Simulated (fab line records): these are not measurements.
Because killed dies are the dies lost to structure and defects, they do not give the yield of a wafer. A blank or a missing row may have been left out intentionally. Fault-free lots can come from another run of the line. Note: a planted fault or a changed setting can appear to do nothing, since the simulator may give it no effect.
Chamber matching / flow sky130 / cmp-01 running SKY_FIELD_ISO_CMP_27: 4 sister chambers
The step polishes, stops on Si3N4, t overpolish 16 s, target thk 457.8 nm. 4 wafers are shown with their chamber, then 9 later ones without.

## WAFERS WITH THEIR CHAMBER
wafer=L122.4; chamber=0; motorCurrentA (A)=12.4
wafer=L127.4; chamber=1; motorCurrentA (A)=11.3
wafer=L127.6; chamber=2; motorCurrentA (A)=12.3
wafer=L128.6; chamber=3; motorCurrentA (A)=10.4

## WAFERS WITHOUT THEIR CHAMBER
wafer=L135.3; motorCurrentA (A)=10.0
wafer=L135.4; motorCurrentA (A)=12.7
wafer=L135.6; motorCurrentA (A)=12.7
wafer=L136.1; motorCurrentA (A)=11.5
wafer=L136.5; motorCurrentA (A)=10.2
wafer=L136.6; motorCurrentA (A)=12.4
wafer=L138.1; motorCurrentA (A)=10.1
wafer=L138.4; motorCurrentA (A)=12.7
wafer=L138.5; motorCurrentA (A)=12.8

## EACH ONE'S CHAMBER
wafer=L135.3; from the rows above=3; in truth=3
wafer=L135.4; from the rows above=can't be placed: 0 or 2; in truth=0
wafer=L135.6; from the rows above=can't be placed: 0 or 2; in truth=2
wafer=L136.1; from the rows above=1; in truth=1
wafer=L136.5; from the rows above=3; in truth=3
wafer=L136.6; from the rows above=can't be placed: 0 or 2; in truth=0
wafer=L138.1; from the rows above=3; in truth=3
wafer=L138.4; from the rows above=can't be placed: 0 or 2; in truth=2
wafer=L138.5; from the rows above=can't be placed: 0 or 2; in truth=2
Correctly placed: 4 of 9. These rows do not allow placing 5 (true chamber among the candidates in 5). 0 placed wrongly.
How it was worked out, from the rows above alone: a wafer's distance from a chamber is the root of the sum, over the readings, of the square of ((its reading less the chamber's mean) divided by the reading's scatter). If the next closest chamber is less than 2 further off than the closest, the wafer can't be placed; otherwise it belongs to the closest. Each chamber's mean is taken over the wafers shown for it. The scatter (one wafer shown for each chamber): square how far every hidden wafer sits from the nearest shown wafer, average those squares and take the square root.
